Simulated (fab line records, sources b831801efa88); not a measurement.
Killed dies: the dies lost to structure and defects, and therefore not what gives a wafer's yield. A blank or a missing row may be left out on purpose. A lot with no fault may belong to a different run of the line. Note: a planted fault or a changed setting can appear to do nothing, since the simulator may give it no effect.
fab line records	flow sky130
record: lots: 6	wafers: 18	lastDay: 50
route steps=708 shown VIA3@586 METAL4@598 PAD_OPEN@708
lots that met no fault: from a run of the same line without faults
startH: the number of hours between the record's first day and the start of the first shown wafer of the lot	waitH: hours elapsed since this lot's preceding step	" unchanged from the row above	L1.1+2: several wafers, shown together as one row	- no value, or no start given	* or withheld: withheld	< > ~ a bound
route shown NAME@n: names a module that has steps shown in the file, with the first one's number in the route	usual: mean and standard deviation over wafers with no fault	same: alike in all rows	chamber/n: place in a boat	sites: per-site readings	_std_site: their standard deviation	_edge_site: outer sites' mean less inner sites'	radiusMm: how far each site lies from the wafer's centre	mask NAME#n: copy n	behind: the last tool/chamber to shape the wafer	hold: cause of the lot's hold/its duration in hours/its outcome	device: whichever transistor did not switch (one of n, p or np)	end of line: tests of these same wafers at the route's end	for a step that has no rows: nothing shown but its recipe	killed: at the first sort, the dies lost to defects and structure; wafer yield is something else	map: per-die view of a wafer (x killed, . not killed, _ where there is no die)
set.NAME: the setting that was run; set.NAME@STEP: the one run at that earlier step	model.NAME: the simulator's own value behind a step, which no gauge read
lots at selected steps of the route; one table per step, one row per wafer
services: when a tool's chamber went out of use (startH, in hours from the record's first day, below 0 if earlier), for how many hours, and the reason
== steps ==
step: SKY_VIA3_OVL_MEAS_13
usual: VIA3_OVL: -4/5.1
lot.wafer	tool	chamber	startH	waitH	VIA3_OVL[nm]
L239.2	overlay-02	-	928.61	0.1	-8
L239.5	"	-	"	"	-6
L239.6	"	-	"	"	-13
L244.2	overlay-01	-	1019.86	0.1	-5
L244.3	"	-	"	"	-4
L244.5	"	-	"	"	-4
L256.1	overlay-02	-	1040.91	0.1	3
L256.3	"	-	"	"	-1
L256.6	"	-	"	"	4
L257.4	overlay-01	-	1052.69	0.1	-3
L257.5	"	-	"	"	-2
L257.6	"	-	"	"	-6
L260.2	overlay-01	-	1091.04	0.1	-5
L260.4	"	-	"	"	-1
L260.6	"	-	"	"	-9
L261.2	overlay-01	-	1091.99	0.1	-2
L261.5	"	-	"	"	2
L261.6	"	-	"	"	-5
step: SKY_VIA3_ETCH_14
recipe: chemistry: N2/H2	target: BARC	ionEnergyEv: 192.7	sourceW: 500	biasW: 100	pressureMtorr: 30	n2FlowSccm: 100	h2FlowSccm: 200	stopOn: SiO2	timeS: 45.9	targetDepthA: 600
step: SKY_VIA3_ETCH_15
recipe: target: SiO2	chemistry: C4F8/O2/Ar	targetDepthNm: 507	stopOn: TiN	maskMaterial: KrF-thick	sourceW: 1500	biasW: 1200	pressureMtorr: 40	c4f8FlowSccm: withheld	O2_flow_sccm: 6	Ar_flow_sccm: 300	timeS: 78
usual: oesProductAu: 0.946/0.0048	rfFwdPowerW: 1489/5.8
lot.wafer	tool	chamber	startH	waitH	oesProductAu	rfFwdPowerW	rfHoursCounterH
L239.2	rieDiel-04	3	928.69	0.0	0.950	1493	19
L239.5	"	0	"	"	0.943	1486	-
L239.6	"	1	"	"	0.949	1489	-
L244.2	rieDiel-02	1	1019.94	0.0	0.947	1501	17
L244.3	"	0	"	"	0.947	1500	16
L244.5	"	1	"	"	0.940	1494	-
L256.1	rieDiel-02	2	1040.99	0.0	0.948	1498	22
L256.3	"	3	"	"	0.951	1480	22
L256.6	"	3	"	"	0.943	1479	-
L257.4	rieDiel-04	3	1052.75	0.0	0.951	1485	23
L257.5	"	3	"	"	0.948	1487	-
L257.6	"	2	"	"	0.953	1484	-
L260.2	rieDiel-02	3	1091.11	0.0	0.955	1487	23
L260.4	"	1	"	"	0.955	1501	19
L260.6	"	2	"	"	0.942	1495	-
L261.2	rieDiel-02	3	1092.06	0.0	0.944	1485	23
L261.5	"	3	"	"	0.944	1488	-
L261.6	"	2	"	"	0.948	1497	-
step: SKY_VIA3_STRIP_16
recipe: chemistry: O2/N2	powerW: 1400	pressureMtorr: 1500	platenTempC: withheld	o2FlowSccm: 3000	n2FlowSccm: 300	overashFraction: 0.5
usual: drypumpMotorCurrentA: 5.4/0.32	oesProductAu: 0.403/0.0051	stripTimeToEndpointS: 4.15/0.037
lot.wafer	tool	chamber	startH	waitH	drypumpMotorCurrentA	oesProductAu	rfHoursCounterH	stripTimeToEndpointS
L239.2	plasmaAsher-03	1	928.75	0.0	5.3	0.399	18	4.14
L239.5	"	1	"	"	5.3	0.399	-	4.17
L239.6	"	0	"	"	5.5	0.403	-	4.10
L244.2	plasmaAsher-03	1	1020.00	0.0	5.3	0.408	27	4.13
L244.3	"	0	"	"	5.5	0.406	-	4.16
L244.5	"	0	"	"	5.5	0.408	-	4.15
L256.1	plasmaAsher-04	0	1041.05	0.0	5.8	0.400	126	4.10
L256.3	"	1	"	"	6.2	0.407	-	4.18
L256.6	"	1	"	"	6.2	0.400	-	4.17
L257.4	plasmaAsher-03	0	1052.85	0.1	5.5	0.396	-	4.13
L257.5	"	1	"	"	5.2	0.395	-	4.12
L257.6	"	0	"	"	5.5	0.409	-	4.22
L260.2	plasmaAsher-04	0	1091.17	0.0	5.8	0.403	2	4.17
L260.4	"	1	"	"	6.2	0.401	-	4.17
L260.6	"	1	"	"	6.2	0.394	-	4.08
L261.2	plasmaAsher-01	1	1092.12	0.0	5.0	0.403	95	4.18
L261.5	"	0	"	"	5.6	0.402	-	4.19
L261.6	"	1	"	"	5.0	0.394	-	4.10
step: SKY_VIA3_STRIP_17
recipe: chemistry: postEtchResidueRemover	timeS: 1200	tempC: 72.5
step: SKY_VIA3_CLEAN_18
recipe: chemistry: IPA	timeS: 180	tempC: 25
step: SKY_VIA3_CLEAN_19
recipe: chemistry: O3/DIW	dry: n2Spin
step: SKY_VIA3_SPUTTER_20
recipe: material: TiN	targetThkNm: 20	chamberPressurePa: 5	powerW: 4000	timeS: 80
usual: chamberPressurePa: 4.999/0.0092	throttleValvePct: 29.9/1.1
lot.wafer	tool	chamber	startH	waitH	chamberPressurePa	throttleValvePct
L239.2	pvdSputter-02	-	929.34	0.0	5.002	29.2
L239.5	"	-	"	"	4.999	28.7
L239.6	"	-	"	"	5.013	28.1
L244.2	pvdSputter-04	-	1020.59	0.0	5.005	31.2
L244.3	"	-	"	"	4.999	30.2
L244.5	"	-	"	"	5.011	31.4
L256.1	pvdSputter-03	-	1041.64	0.0	5.014	31.7
L256.3	"	-	"	"	5.005	29.2
L256.6	"	-	"	"	4.992	31.0
L257.4	pvdSputter-04	-	1053.41	0.0	4.998	29.6
L257.5	"	-	"	"	4.995	30.5
L257.6	"	-	"	"	4.997	29.2
L260.2	pvdSputter-04	-	1091.80	0.0	5.004	30.8
L260.4	"	-	"	"	4.986	29.9
L260.6	"	-	"	"	5.002	30.0
L261.2	pvdSputter-02	-	1092.72	0.0	4.994	28.8
L261.5	"	-	"	"	4.994	29.2
L261.6	"	-	"	"	5.005	28.2
step: SKY_VIA3_CVD_21
recipe: material: W	targetThkNm: 390	timeS: 117.31	tempC: 400	pressureTorr: 40
usual: heaterPowerW: 820/36
lot.wafer	tool	chamber	startH	waitH	heaterPowerW
L239.2	cvdW-02	0	929.40	0.0	845
L239.5	"	0	"	"	865
L239.6	"	1	"	"	783
L244.2	cvdW-01	1	1020.65	0.0	838
L244.3	"	1	"	"	871
L244.5	"	1	"	"	847
L256.1	cvdW-01	0	1041.70	0.0	808
L256.3	"	1	"	"	862
L256.6	"	0	"	"	763
L257.4	cvdW-01	0	1053.51	0.1	785
L257.5	"	0	"	"	773
L257.6	"	1	"	"	876
L260.2	cvdW-01	0	1091.86	0.0	782
L260.4	"	1	"	"	852
L260.6	"	1	"	"	854
L261.2	cvdW-02	1	1092.78	0.0	806
L261.5	"	0	"	"	856
L261.6	"	1	"	"	809
step: SKY_VIA3_RS_MEAS_22
recipe: thkMeasGauge: four-point-probe	reads: W_of_VIA3_CVD_21+TiN_of_VIA3_SPUTTER_20
usual: VIA3_W_RS: 0.292/0.0049
lot.wafer	tool	chamber	startH	waitH	VIA3_W_RS[ohm/sq]
L239.2	filmMetro-03	-	929.54	0.1	0.293
L239.5	"	-	"	"	0.297
L239.6	"	-	"	"	0.287
L244.2	filmMetro-04	-	1020.79	0.1	0.293
L244.3	"	-	"	"	0.292
L244.5	"	-	"	"	0.293
L256.1	filmMetro-04	-	1041.82	0.1	0.289
L256.3	"	-	"	"	0.294
L256.6	"	-	"	"	0.286
L257.4	filmMetro-04	-	1053.65	0.1	0.289
L257.5	"	-	"	"	0.295
L257.6	"	-	"	"	0.296
L260.2	filmMetro-03	-	1092.01	0.1	0.288
L260.4	"	-	"	"	0.298
L260.6	"	-	"	"	0.294
L261.2	filmMetro-01	-	1092.92	0.1	0.288
L261.5	"	-	"	"	0.304
L261.6	"	-	"	"	0.290
step: SKY_VIA3_THK_MEAS_23
recipe: thkMeasGauge: xrf	reads: W_of_VIA3_CVD_21
usual: VIA3_W_THK: 387/7.1
lot.wafer	tool	chamber	startH	waitH	VIA3_W_THK[nm]
L239.2	filmMetro-03	-	929.65	0.1	386
L239.5	"	-	"	"	378
L239.6	"	-	"	"	392
L244.2	filmMetro-04	-	1020.90	0.1	386
L244.3	"	-	"	"	391
L244.5	"	-	"	"	388
L256.1	filmMetro-04	-	1041.94	0.1	395
L256.3	"	-	"	"	383
L256.6	"	-	"	"	397
L257.4	filmMetro-04	-	1053.74	0.1	394
L257.5	"	-	"	"	382
L257.6	"	-	"	"	384
L260.2	filmMetro-03	-	1092.12	0.1	395
L260.4	"	-	"	"	382
L260.6	"	-	"	"	385
L261.2	filmMetro-01	-	1093.03	0.1	389
L261.5	"	-	"	"	369
L261.6	"	-	"	"	385
step: SKY_VIA3_CMP_24
recipe: stopOn: SiO2	tOverpolishS: 20	downForcePsi: 3.5	platenRpm: 60	targetThkNm: 0	padVelocityMS: 0.94248
usual: motorCurrentA: 10.6/0.63	overpolishRunS: 20.000/0.0089	timeToEndpointS: 96/3.4
lot.wafer	tool	chamber	startH	waitH	motorCurrentA	overpolishRunS	timeToEndpointS
L239.2	cmp-01	0	929.70	0.0	10.5	19.998	99
L239.5	"	0	"	"	10.3	20.008	94
L239.6	"	1	"	"	11.9	19.989	100
L244.2	cmp-01	1	1021.00	0.1	11.6	19.989	101
L244.3	"	2	"	"	10.3	20.003	94
L244.5	"	1	"	"	11.2	19.986	99
L256.1	cmp-02	3	1042.00	0.1	10.1	19.991	100
L256.3	"	0	"	"	11.0	20.003	96
L256.6	"	3	"	"	10.2	20.007	97
L257.4	cmp-01	3	1053.87	0.1	11.3	20.011	99
L257.5	"	1	"	"	11.1	20.006	100
L257.6	"	2	"	"	10.1	19.998	96
L260.2	cmp-01	0	1092.27	0.1	10.6	19.991	98
L260.4	"	1	"	"	11.8	20.022	94
L260.6	"	2	"	"	10.4	20.004	89
L261.2	cmp-01	3	1093.20	0.2	11.6	19.994	96
L261.6	"	2	"	"	9.9	20.000	92
L261.5	"	3	"	"	11.0	19.998	92
step: SKY_METAL4_SPUTTER_00
recipe: material: Ti	targetThkNm: 15	powerW: 3000	timeS: 10	chamberPressurePa: 0.4
usual: chamberPressurePa: 0.4000/0.00088	throttleValvePct: 29.9/0.88
lot.wafer	tool	chamber	startH	waitH	chamberPressurePa	throttleValvePct	model.Ti_of_METAL4_SPUTTER_00.thkNm
L239.2	pvdSputter-04	-	930.00	0.2	0.3994	31.0	15.34
L239.5	"	-	"	"	0.3993	31.1	15.32
L239.6	"	-	"	"	0.3999	29.5	15.39
L244.2	pvdSputter-01	-	1021.25	0.2	0.3985	29.6	14.76
L244.3	"	-	"	"	0.4003	31.7	14.91
L244.5	"	-	"	"	0.3997	29.8	14.9
L256.1	pvdSputter-04	-	1042.30	0.2	0.3989	29.9	28.96
L256.3	"	-	"	"	0.4008	30.7	28.85
L256.6	"	-	"	"	0.3992	29.6	28.81
L257.4	pvdSputter-04	-	1054.07	0.1	0.4012	30.9	29.04
L257.5	"	-	"	"	0.3989	29.5	28.87
L257.6	"	-	"	"	0.4000	31.0	28.97
L260.2	pvdSputter-02	-	1092.47	0.1	0.3989	29.2	14.88
L260.4	"	-	"	"	0.4019	29.3	14.77
L260.6	"	-	"	"	0.3999	29.0	15.08
L261.2	pvdSputter-02	-	1093.45	0.2	0.4011	29.3	14.89
L261.5	"	-	"	"	0.4010	29.4	14.93
L261.6	"	-	"	"	0.3986	29.3	15.1
step: SKY_METAL4_SPUTTER_01
recipe: material: TiN	targetThkNm: 20	powerW: 6500	timeS: 16.7	chamberPressurePa: 0.4
step: SKY_PAD_OPEN_PROBE_99
usual: defectLimitedYield: 82.5/2	killed_at_M0_to_M3: 43/7.3	killed_at_M4_up: 3.5/2.2	killedAtContacts: 24/5.3	killedAtFrontEnd: 15/4.2	killedAtOther: 0.3/0.67	killedDies: 86/9.8	killedOpen: 47/7.2	killedShort: 39/6.5
same: grossDies: 492	killedAtBackSide: 0
lot.wafer	tool	chamber	startH	waitH	defectLimitedYield[%]	killed_at_M0_to_M3	killed_at_M4_up	killedAtContacts	killedAtFrontEnd	killedAtOther	killedDies	killedOpen	killedShort
L239.2	prober-02	-	1077.07	0.1	84.1	36	5	20	15	2	78	42	36
L239.5	prober-02	-	1077.22	0.2	80.7	43	2	35	15	0	95	54	41
L239.6	prober-02	-	1077.27	0.2	83.1	43	5	23	12	0	83	44	39
L244.2	prober-01	-	1152.66	0.1	82.3	38	2	29	18	0	87	45	42
L244.3	prober-01	-	1152.71	0.2	81.7	36	4	31	19	0	90	49	40
L244.5	prober-01	-	1152.81	0.2	81.9	41	2	32	14	0	89	45	44
L256.1	prober-01	-	1171.40	0.1	80.9	56	4	26	8	0	94	42	52
L256.3	prober-01	-	1171.50	0.2	83.7	35	2	30	12	1	80	44	36
L256.6	prober-01	-	1171.65	0.2	83.5	44	2	20	15	0	81	46	35
L257.4	prober-02	-	1179.05	0.2	83.3	40	5	22	15	0	82	54	28
L257.5	prober-02	-	1179.10	0.2	79.9	53	3	22	21	0	99	49	50
L257.6	prober-02	-	1179.15	0.2	85.0	44	1	20	9	0	74	33	41
L260.2	prober-02	-	1205.69	0.1	85.4	40	8	17	7	0	72	37	34
L260.4	prober-02	-	1205.79	0.2	81.7	45	7	26	12	0	90	41	49
L260.6	prober-02	-	1205.89	0.2	81.3	34	6	30	22	0	92	51	38
L261.2	prober-01	-	1207.09	0.1	80.5	54	0	26	16	0	96	49	44
L261.5	prober-01	-	1207.24	0.2	80.9	49	2	26	17	0	94	57	37
L261.6	prober-01	-	1207.29	0.2	81.1	39	3	30	21	0	93	52	39
killed by level:class
L239.2 VIA1:geometricParticle:open=9 VIA3:geometricParticle:open=7 LI_CONTACT:geometricParticle:open=6 LOCAL_INTERCONNECT:geometricParticle:short=6 FIELD_ISO:geometricParticle:short=5 CONTACT:geometricParticle:open=5 METAL1:geometricParticle:short=4 METAL3:geometricParticle:short=4
L239.5 CONTACT:geometricParticle:open=12 VIA1:geometricParticle:open=11 LI_CONTACT:geometricParticle:open=8 CONTACT:geometricParticle:short=8 METAL1:geometricParticle:short=7 METAL1:geometricParticle:open=6 LOCAL_INTERCONNECT:geometricParticle:short=5 FIELD_ISO:geometricParticle:open=4
L239.6 VIA1:geometricParticle:open=13 CONTACT:geometricParticle:open=7 FIELD_ISO:geometricParticle:short=6 CONTACT:geometricParticle:short=6 VIA2:geometricParticle:open=6 METAL1:geometricParticle:short=5 VIA1:geometricParticle:short=5 LI_CONTACT:geometricParticle:open=4
L244.2 VIA2:geometricParticle:open=11 CONTACT:geometricParticle:short=9 LI_CONTACT:geometricParticle:open=7 CONTACT:geometricParticle:open=7 VIA1:geometricParticle:open=7 FIELD_ISO:geometricParticle:open=6 FIELD_ISO:geometricParticle:short=5 METAL1:geometricParticle:short=5
L244.3 CONTACT:geometricParticle:open=12 VIA1:geometricParticle:open=12 LOCAL_INTERCONNECT:geometricParticle:short=9 FIELD_ISO:geometricParticle:short=7 LI_CONTACT:geometricParticle:open=6 VIA3:geometricParticle:open=6 VIA1:geometricParticle:short=5 POLY_GATE:geometricParticle:short=4
L244.5 VIA1:geometricParticle:open=13 CONTACT:geometricParticle:open=11 LOCAL_INTERCONNECT:geometricParticle:short=10 VIA2:geometricParticle:open=7 POLY_GATE:geometricParticle:short=5 CONTACT:geometricParticle:short=4 LI_CONTACT:geometricParticle:open=4 METAL2:geometricParticle:short=4
L256.1 VIA1:geometricParticle:open=8 VIA2:geometricParticle:open=7 METAL2:geometricParticle:short=7 CONTACT:geometricParticle:open=6 METAL1:geometricParticle:short=6 VIA1:geometricParticle:short=6 VIA3:geometricParticle:open=6 LI_CONTACT:geometricParticle:short=5
L256.3 VIA1:geometricParticle:open=10 CONTACT:geometricParticle:open=10 LI_CONTACT:geometricParticle:open=8 METAL2:geometricParticle:short=6 LOCAL_INTERCONNECT:geometricParticle:short=5 FIELD_ISO:geometricParticle:open=4 POLY_GATE:geometricParticle:short=4 VIA3:geometricParticle:short=4
L256.6 CONTACT:geometricParticle:open=9 LI_CONTACT:geometricParticle:open=7 VIA1:geometricParticle:open=7 VIA2:geometricParticle:open=6 METAL1:geometricParticle:short=6 POLY_GATE:geometricParticle:open=5 POLY_GATE:geometricParticle:short=5 VIA3:geometricParticle:open=5
L257.4 CONTACT:geometricParticle:open=11 VIA1:geometricParticle:open=9 LI_CONTACT:geometricParticle:open=8 METAL2:geometricParticle:short=6 FIELD_ISO:geometricParticle:open=5 VIA2:geometricParticle:open=5 VIA3:geometricParticle:open=5 POLY_GATE:geometricParticle:short=3
L257.5 VIA1:geometricParticle:open=12 METAL1:geometricParticle:short=8 POLY_GATE:geometricParticle:open=6 LI_CONTACT:geometricParticle:open=6 CONTACT:geometricParticle:open=6 VIA1:geometricParticle:short=6 METAL2:geometricParticle:short=6 POLY_GATE:geometricParticle:short=5
L257.6 METAL2:geometricParticle:short=10 CONTACT:geometricParticle:open=8 VIA1:geometricParticle:short=8 METAL1:geometricParticle:short=7 VIA2:geometricParticle:open=6 VIA1:geometricParticle:open=6 VIA3:geometricParticle:open=6 LOCAL_INTERCONNECT:geometricParticle:short=4
L260.2 VIA1:geometricParticle:open=11 CONTACT:geometricParticle:open=8 METAL2:geometricParticle:short=8 METAL4:geometricParticle:short=7 VIA3:geometricParticle:open=6 LI_CONTACT:geometricParticle:open=5 METAL1:geometricParticle:short=5 LOCAL_INTERCONNECT:geometricParticle:short=3
L260.4 VIA1:geometricParticle:open=12 CONTACT:geometricParticle:open=10 LOCAL_INTERCONNECT:geometricParticle:short=8 METAL4:geometricParticle:short=7 CONTACT:geometricParticle:short=5 VIA1:geometricParticle:short=5 VIA2:geometricParticle:open=5 VIA3:geometricParticle:short=5
L260.6 CONTACT:geometricParticle:open=14 VIA1:geometricParticle:open=12 POLY_GATE:geometricParticle:open=9 LI_CONTACT:geometricParticle:short=6 METAL4:geometricParticle:short=6 POLY_GATE:geometricParticle:short=4 LOCAL_INTERCONNECT:geometricParticle:short=4 CONTACT:geometricParticle:short=4
L261.2 CONTACT:geometricParticle:open=12 VIA1:geometricParticle:short=10 VIA1:geometricParticle:open=10 METAL2:geometricParticle:short=9 VIA2:geometricParticle:open=7 LOCAL_INTERCONNECT:geometricParticle:short=5 VIA3:geometricParticle:open=5 POLY_GATE:geometricParticle:open=4
L261.5 VIA1:geometricParticle:open=14 VIA3:geometricParticle:open=11 LI_CONTACT:geometricParticle:open=7 CONTACT:geometricParticle:open=7 VIA1:geometricParticle:short=7 CONTACT:geometricParticle:short=6 VIA2:geometricParticle:open=6 METAL2:geometricParticle:short=5
L261.6 CONTACT:geometricParticle:open=12 VIA2:geometricParticle:open=10 VIA1:geometricParticle:open=9 CONTACT:geometricParticle:short=8 FIELD_ISO:geometricParticle:open=5 LOCAL_INTERCONNECT:geometricParticle:short=5 METAL1:geometricParticle:short=5 VIA3:geometricParticle:short=4
== services ==
tool	chamber	startH	hours	kind
cmp-02	-	906.78	0.3	repair
pvdSputter-01	-	909.74	6.6	repair
cmp-02	-	912.17	4.0	pm
cvdW-02	-	918.01	2.8	pm
cmp-01	-	919.87	3.5	pm
cmp-01	-	931.72	4.6	repair
pvdSputter-04	-	933.35	0.9	repair
cvdW-02	-	934.32	0.6	repair
rieDiel-04	-	941.30	7.8	repair
pvdSputter-02	-	949.24	4.4	repair
rieDiel-04	0	953.61	4.9	repair
pvdSputter-04	-	967.48	2.1	repair
plasmaAsher-03	-	973.42	1.0	repair
rieDiel-02	-	1006.25	0.7	repair
rieDiel-02	1	1009.74	9.6	repair
rieDiel-04	2	1022.25	8.8	repair
cvdW-01	-	1030.70	6.9	pm
pvdSputter-02	-	1036.23	7.5	repair
rieDiel-02	-	1039.16	0.1	repair
plasmaAsher-04	-	1055.25	9.0	pm
rieDiel-02	-	1070.42	2.8	pm
cmp-01	-	1084.08	4.0	pm
plasmaAsher-03	-	1085.09	14.6	pm
rieDiel-04	2	1090.42	5.5	repair
== key ==
firstSign none at tools or gauges
modelEffect: step: SKY_METAL4_SPUTTER_00	value: Ti_of_METAL4_SPUTTER_00.thkNm	without: 15.01	struck: 28.92
metAt SKY_METAL4_SPUTTER_00
struckWafers L256.1,L256.3,L256.6,L257.4,L257.5,L257.6
onsetBetween 930.00 1042.30
fault: kind: processParameterDrift	tool: pvdSputter-04	chamber: -	onsetH: 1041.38	steps: SKY_METAL4_SPUTTER_00	channel: targetThkNm	offset: 13.906	shape: step	endH: 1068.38	actsIn: theseRecipesOnly	stated: 15
